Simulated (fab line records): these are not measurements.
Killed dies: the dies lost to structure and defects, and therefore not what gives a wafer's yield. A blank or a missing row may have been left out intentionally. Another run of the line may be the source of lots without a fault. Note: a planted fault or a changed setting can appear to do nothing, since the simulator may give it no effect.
A lot that was struck, set against a sound lot :: flow gf180mcu :: 14 steps out of a route of 602
Sound: wafers L475.2, L475.3, L475.4. Struck: wafers L485.1, L485.4, L485.5. The cause comes at the end.
Per side, at each step with rows, come the tool, then ch with its chambers, and then its first start. Under that, the readings that differ: sound wafers :: struck wafers :: difference of the means :: sigmas: that difference in standard deviations of wafers without a fault.
alike: readings whose means differ by less than 2 such deviations, and words and numbers that are the same on both sides. not compared: withheld readings, readings that some wafer has no value for, bounds like >300 that may hide the same value, and numbers for which the record gives no deviation and whose values overlap.
Wherever a step has rows on one side only, a row that says differs or no value, or a row with sigmas, the two part there. Non-overlapping numbers with no deviation appear without sigmas and do not part them. A reading that every wafer of one side lacks parts them only if that side has two wafers or more.

first, 3 steps without rows for these wafers: GF_STI_EXPOSE_09 (exposes mask COMP, target cd 220 nm); GF_STI_PEB_10 (peb time 90 s); GF_STI_DEVELOP_11 (develop time 60 s).
GF_STI_CD_MEAS_12 targets a cd of 220 nm.
  sound on cdSem-02 at day 2 21:51; struck on cdSem-01 at day 5 02:05
reading: cdNm (nm)
sound: 221.2 221.0 222.3
struck: 220.1 217.4 219.1
difference: -2.6
sigmas: -2
GF_STI_ETCH_13: etches the open film in CHF3/O2, stops on Si, target depth 282.31 nm, time 112.9 s.
  sound on rieDiel-04 ch 0,1,3, day 2 21:57; struck on rieDiel-04 ch 1,2,3, day 5 02:12
  alike: drypumpMotorCurrentA, oesProductAu, throttleValvePct
  not compared: rfHoursCounterH
GF_STI_ETCH_14: etches Si in HBr/Cl2/O2, target depth 360 nm, time 102.9 s.
  sound on rieSi-01 ch 1,2,3, day 2 22:02; struck on rieSi-02 ch 2,3, day 5 02:17
  alike: drypumpMotorCurrentA, oesProductAu, throttleValvePct
  not compared: rfHoursCounterH
GF_STI_STRIP_15: strips in O2/N2.
  sound on plasmaAsher-01 ch 0,1, day 2 22:07; struck on plasmaAsher-02 ch 0,1, day 5 02:21
  alike: drypumpMotorCurrentA, heaterPowerW, o2FlowSccm, oesProductAu, stripTimeToEndpointS
  not compared: rfHoursCounterH
then, 5 steps without rows for these wafers: GF_STI_CLEAN_16 (cleans in dHF, time 25 s); GF_STI_WET_ETCH_17 (etches Si3N4 in H3PO4, target depth 45 nm, time 514 s); GF_STI_CLEAN_18 (cleans in SC1/SC2, time 150 s); GF_STI_CLEAN_19 (cleans in dHF, time 20 s); GF_STI_WET_ETCH_20 (etches SiO2 in dHF, target depth 20 nm, time 400 s).
GF_STI_OXIDATION_21: stabilise 600 s, purge 300 s, target thk 15 nm.
  sound on furnace-01 ch 0, day 2 23:45; struck on furnace-02, day 5 03:07
  no value came back on the struck wafers for any of 6 readings (oxTempC (C), oxTempCMax and others); on the sound wafers oxTempC (C) reads 999.3 999.0 999.7
then, 1 step without rows for these wafers: GF_STI_CVD_23 (deposits SiO2, target thk 650 nm, time 108.3 s).

WHERE THEY PART
First at GF_STI_CD_MEAS_12; last, within this record, at GF_STI_OXIDATION_21.

WHY: whatever the simulator had introduced
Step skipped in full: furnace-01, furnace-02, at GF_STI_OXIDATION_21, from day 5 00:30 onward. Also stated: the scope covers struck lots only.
